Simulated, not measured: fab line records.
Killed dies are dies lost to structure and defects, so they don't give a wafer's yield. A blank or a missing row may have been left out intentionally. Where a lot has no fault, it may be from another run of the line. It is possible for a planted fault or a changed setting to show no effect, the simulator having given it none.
A struck lot beside a sound one | flow sky130 | 14 steps out of a route of 708
Sound: these wafers, L685.1, L685.2, L685.4. The struck wafers were L694.2, L694.5, L694.6. The cause is named last.
Each step with rows lists, per side, the tool, then ch with its chambers, then its first start. Under that, the readings that differ: sound wafers | struck wafers | difference of the means | sigmas: that difference in standard deviations of wafers without a fault.
alike: a reading whose means differ by less than 2 such deviations, as well as words and numbers matching on both sides. not compared: withheld readings; readings where some wafer has no value; bounds like >300 that might hide an equal value; numbers whose values overlap and for which the record gives no deviation.
The two part at a step that has a row with sigmas, a row that says differs or no value, or rows on one side only. Numbers that don't overlap but have no deviation are shown without sigmas and don't part them. Lack of a reading on every wafer of one side parts them only where that side has two or more wafers.

first, 3 steps without rows for these wafers: SKY_VIA3_CLEAN_18 (cleans in IPA, time 180 s); SKY_VIA3_CLEAN_19 (cleans in O3/DIW); SKY_VIA3_SPUTTER_20 (material TiN, target thk 20 nm, time 80 s).
SKY_VIA3_CVD_21: deposits W, target thk 390 nm, time 117.31 s.
  sound on cvd w-01 ch 0,1, day 41 06:36; struck on cvd w-01 ch 0,1, day 43 18:04
  alike: chamber pressure Torr, heater power outer w, heater power w
SKY_VIA3_RS_MEAS_22: a four-point-probe measurement.
  struck on film metro-01, day 43 18:12; sound on film metro-04, day 41 06:44
  alike: VIA3_W_RS
SKY_VIA3_THK_MEAS_23: measures by xrf.
  struck on film metro-01, day 43 18:19; sound on film metro-04, day 41 06:51
  alike: VIA3_W_THK
SKY_VIA3_CMP_24: polishes, stops on SiO2, t overpolish 20 s, target thk 0 nm.
  sound on cmp-02 ch 0,1,2, day 41 07:16; struck on cmp-02 ch 0,1,3, day 43 18:28
  alike: motor current A, overpolish run s, time to endpoint s
SKY_METAL4_SPUTTER_00: material Ti, target thk 15 nm, time 10 s.
  struck on pvd sputter-03, day 43 18:40; sound on pvd sputter-03, day 41 07:31
  alike: throttle valve pct
then, 1 step without rows for these wafers: SKY_METAL4_SPUTTER_01 (material TiN, target thk 20 nm, time 16.7 s).
SKY_METAL4_SPUTTER_02: material AlCu, target thk 735 nm, time 39.1 s.
  struck on pvd sputter-03, day 43 18:43; sound on pvd sputter-03, day 41 07:34
  alike: throttle valve pct
then, 1 step without rows for these wafers: SKY_METAL4_SPUTTER_03 (material Ti, target thk 5 nm, time 3.3 s).
SKY_METAL4_SPUTTER_04: material TiN, target thk 70 nm, time 58.3 s.
  struck on pvd sputter-03, day 43 18:46; sound on pvd sputter-03, day 41 07:37
  alike: throttle valve pct
SKY_CAP2M_CVD_00: deposits SiO2, target thk 15.5 nm.
  sound on pecvd-04 ch 0,2, day 41 07:40; struck on pecvd-02 ch 0,2, day 43 18:49
  no value came back on the struck wafers for heater power outer w (W), heater power w (W); on the sound wafers heater power outer w (W) reads 516 463 469
then, 1 step without rows for these wafers: SKY_CAP2M_SPUTTER_02 (material TiN, target thk 200 nm, time 166.7 s).

== WHERE THEY PART ==
Only at SKY_CAP2M_CVD_00, as far as this record shows.

WHY: what the simulator had put in
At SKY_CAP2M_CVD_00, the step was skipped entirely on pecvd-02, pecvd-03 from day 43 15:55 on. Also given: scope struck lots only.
